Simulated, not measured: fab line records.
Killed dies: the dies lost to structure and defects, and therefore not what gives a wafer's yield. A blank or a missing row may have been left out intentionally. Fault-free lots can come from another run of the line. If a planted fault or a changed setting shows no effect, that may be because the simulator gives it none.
Chamber matching :: flow gf180mcu :: GF_POLY_GATE_ETCH_13 on rie_si-02: 4 sister chambers
The step etches poly-Si in HBr/Cl2, stops on SiO2, target depth 198.5 nm, time 69.6 s. 4 wafers are shown with their chamber, then 8 later ones without.

## EACH WAFER AND ITS CHAMBER
wafer: L303.6
chamber: 1
drypump_motor_current_A (A): 6.0

wafer: L315.1
chamber: 3
drypump_motor_current_A (A): 5.6

wafer: L315.4
chamber: 0
drypump_motor_current_A (A): 6.6

wafer: L318.1
chamber: 2
drypump_motor_current_A (A): 5.1

## WAFERS WITHOUT THEIR CHAMBER
wafer: L318.2
drypump_motor_current_A (A): 6.5

wafer: L318.3
drypump_motor_current_A (A): 5.6

wafer: L319.1
drypump_motor_current_A (A): 6.6

wafer: L319.2
drypump_motor_current_A (A): 5.1

wafer: L319.5
drypump_motor_current_A (A): 5.1

wafer: L320.2
drypump_motor_current_A (A): 6.0

wafer: L320.3
drypump_motor_current_A (A): 6.6

wafer: L320.5
drypump_motor_current_A (A): 6.6

## EACH ONE'S CHAMBER
wafer: L318.2
from the rows above: 0
in truth: 0

wafer: L318.3
from the rows above: 3
in truth: 3

wafer: L319.1
from the rows above: 0
in truth: 0

wafer: L319.2
from the rows above: 2
in truth: 2

wafer: L319.5
from the rows above: 2
in truth: 2

wafer: L320.2
from the rows above: 1
in truth: 1

wafer: L320.3
from the rows above: 0
in truth: 0

wafer: L320.5
from the rows above: 0
in truth: 0
Placed correctly: 8 of 8. From these rows, 0 cannot be placed. Number placed wrongly: 0.
How it was worked out, from the rows above alone: a wafer's distance from a chamber is the root of the sum, over the readings, of the square of ((its reading less the chamber's mean) divided by the reading's scatter). The wafer belongs to the nearest chamber; if the next one is less than 2 further off, it can't be placed. Each chamber's mean is taken over the wafers shown for it. The scatter: root of mean squared gap, hidden wafer to nearest shown wafer, with one shown wafer a chamber.
